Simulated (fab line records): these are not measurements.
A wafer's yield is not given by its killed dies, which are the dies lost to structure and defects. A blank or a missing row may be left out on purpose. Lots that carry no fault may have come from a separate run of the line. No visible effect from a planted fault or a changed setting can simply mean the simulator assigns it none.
Shared-tool check | flow sky130 | 36 wafers sampled across 12 lots

REASON IT WAS OPENED
Of 12 lots, 2 have the reading NWELL_RS flagged at SKY_NWELL_RS_MEAS_29. Wafers without a fault read 624.7 ohm/sq, standard deviation 1.5.
Rule: a lot is flagged when every wafer of it that has a number lies more than 4 standard deviations from that mean, or none has a number. As for the other lots, they are considered sound.

lot  | measured     | on           | NWELL_RS (ohm/sq), wafer by wafer | flag
L728 | day 7 01:42  | filmMetro-01 | 625.1 623.7 624.7                 | 
L730 | day 7 10:44  | filmMetro-03 | 626.1 626.5 625.8                 | 
L731 | day 7 18:13  | filmMetro-01 | 626.3 626.4 627.7                 | 
L732 | day 7 18:48  | filmMetro-02 | 622.5 623.7 623.2                 | 
L733 | day 7 19:41  | filmMetro-02 | 623.5 623.8 622.6                 | 
L734 | day 8 00:14  | filmMetro-01 | 623.6 624.9 623.8                 | 
L737 | day 8 15:45  | filmMetro-03 | 625.5 623.2 624.9                 | 
L736 | day 8 16:41  | filmMetro-02 | 623.7 625.0 622.9                 | 
L738 | day 9 02:01  | filmMetro-03 | 625.1 625.6 623.4                 | 
L741 | day 9 17:59  | filmMetro-01 | 626.0 626.9 626.3                 | 
L746 | day 11 04:19 | filmMetro-01 | 614.6 616.3 616.8                 | FLAGGED
L747 | day 11 05:41 | filmMetro-01 | 615.9 618.5 617.0                 | FLAGGED
Average over the flagged lots: 616.5 ohm/sq; offset from the usual -8.2 ohm/sq, equal to -5 standard deviations.

EACH LOT AND THE TOOL IT RAN ON
3 process steps preceding the reading are held in the record, out of 708 steps in the route. Cell contents, in order: the tool; ch with the chambers the sampled wafers went through; the start.
lot  | flag    | SKY_FIELD_ISO_STRIP_16             | SKY_DNWELL_STRIP_08                | SKY_NWELL_IMPLANT_11
L728 |         | plasmaAsher-02 ch 0,1, day 3 01:36 | plasmaAsher-02 ch 0,1, day 4 14:53 | implanter-04 ch 0, day 6 04:54
L730 |         | plasmaAsher-01 ch 0,1, day 3 10:57 | plasmaAsher-04 ch 0,1, day 4 23:05 | implanter-04 ch 0, day 6 13:32
L731 |         | plasmaAsher-04 ch 0,1, day 3 20:05 | plasmaAsher-03 ch 0,1, day 5 05:19 | implanter-04 ch 0, day 6 22:01
L732 |         | plasmaAsher-04 ch 0, day 4 02:54   | plasmaAsher-04 ch 0,1, day 5 07:32 | implanter-03 ch 0, day 6 22:15
L733 |         | plasmaAsher-01 ch 0,1, day 4 02:56 | plasmaAsher-02 ch 0,1, day 5 07:41 | implanter-04 ch 0, day 6 22:38
L734 |         | plasmaAsher-04 ch 0,1, day 4 12:05 | plasmaAsher-04 ch 0,1, day 5 12:14 | implanter-02 ch 0, day 7 03:18
L737 |         | plasmaAsher-01 ch 0,1, day 5 00:17 | plasmaAsher-04 ch 0,1, day 6 04:17 | implanter-02 ch 0, day 7 19:18
L736 |         | plasmaAsher-04 ch 0,1, day 5 00:30 | plasmaAsher-03 ch 0,1, day 6 04:38 | implanter-03 ch 0, day 7 20:13
L738 |         | plasmaAsher-01 ch 0,1, day 5 06:20 | plasmaAsher-02 ch 0,1, day 6 11:58 | implanter-02 ch 0, day 8 04:13
L741 |         | plasmaAsher-01 ch 0,1, day 6 00:06 | plasmaAsher-02 ch 0,1, day 7 03:14 | implanter-02 ch 0, day 8 17:52
L746 | FLAGGED | plasmaAsher-04 ch 0,1, day 6 23:21 | plasmaAsher-03 ch 0,1, day 8 06:56 | implanter-02 ch 0, day 10 03:46
L747 | FLAGGED | plasmaAsher-02 ch 0,1, day 7 04:32 | plasmaAsher-03 ch 0,1, day 8 08:49 | implanter-02 ch 0, day 10 05:27
What is done by these steps:
- SKY_FIELD_ISO_STRIP_16: strips in O2/N2.
- SKY_DNWELL_STRIP_08: strips in O2/N2.
- SKY_NWELL_IMPLANT_11
- SKY_NWELL_RS_MEAS_29: measures by four-point-probe.

FLAGGED AGAINST TOTAL, ONE TOOL AT A TIME (gauges that did the reading follow at the end)
step                   | tool           | lots run | flagged | share of the flagged lots | sound lots run after its first flagged lot
SKY_FIELD_ISO_STRIP_16 | plasmaAsher-01 | 5        | 0       | none                      | -
SKY_FIELD_ISO_STRIP_16 | plasmaAsher-02 | 2        | 1       | some                      | 0
SKY_FIELD_ISO_STRIP_16 | plasmaAsher-04 | 5        | 1       | some                      | 0
SKY_DNWELL_STRIP_08    | plasmaAsher-02 | 4        | 0       | none                      | -
SKY_DNWELL_STRIP_08    | plasmaAsher-03 | 4        | 2       | all                       | 0
SKY_DNWELL_STRIP_08    | plasmaAsher-04 | 4        | 0       | none                      | -
SKY_NWELL_IMPLANT_11   | implanter-02   | 6        | 2       | all                       | 0
SKY_NWELL_IMPLANT_11   | implanter-03   | 2        | 0       | none                      | -
SKY_NWELL_IMPLANT_11   | implanter-04   | 4        | 0       | none                      | -
SKY_NWELL_RS_MEAS_29   | filmMetro-01   | 6        | 2       | all                       | 0
SKY_NWELL_RS_MEAS_29   | filmMetro-02   | 3        | 0       | none                      | -
SKY_NWELL_RS_MEAS_29   | filmMetro-03   | 3        | 0       | none                      | -

WHAT THE TABLE PERMITS
plasmaAsher-03 at SKY_DNWELL_STRIP_08, implanter-02 at SKY_NWELL_IMPLANT_11 and filmMetro-01 at SKY_NWELL_RS_MEAS_29: these 3 rows of the table ran every flagged lot.
- plasmaAsher-03 at SKY_DNWELL_STRIP_08: 2 of its 4 lots flagged. It ran its last sound lot, L736, at day 6 04:38 and its first flagged lot, L746, at day 8 06:56: a fault with its onset between the two fits.
- implanter-02 at SKY_NWELL_IMPLANT_11: 2 of its 6 lots flagged. It ran its last sound lot, L741, at day 8 17:52 and its first flagged lot, L746, at day 10 03:46: a fault with its onset between the two fits. Its own readings (doseIonsCm2) fall more than 4 standard deviations out on all wafers of the flagged lots.
- filmMetro-01 at SKY_NWELL_RS_MEAS_29: 2 of its 6 lots flagged. It ran its last sound lot, L741, at day 9 17:59 and its first flagged lot, L746, at day 11 04:19: a fault with its onset between the two fits.
Counting lots can't tell these 3 tools apart, because each fits a fault that began at some hour. More lots, or a look at what each step does to the wafer, might.

WHAT THE SIMULATOR HAD PUT IN
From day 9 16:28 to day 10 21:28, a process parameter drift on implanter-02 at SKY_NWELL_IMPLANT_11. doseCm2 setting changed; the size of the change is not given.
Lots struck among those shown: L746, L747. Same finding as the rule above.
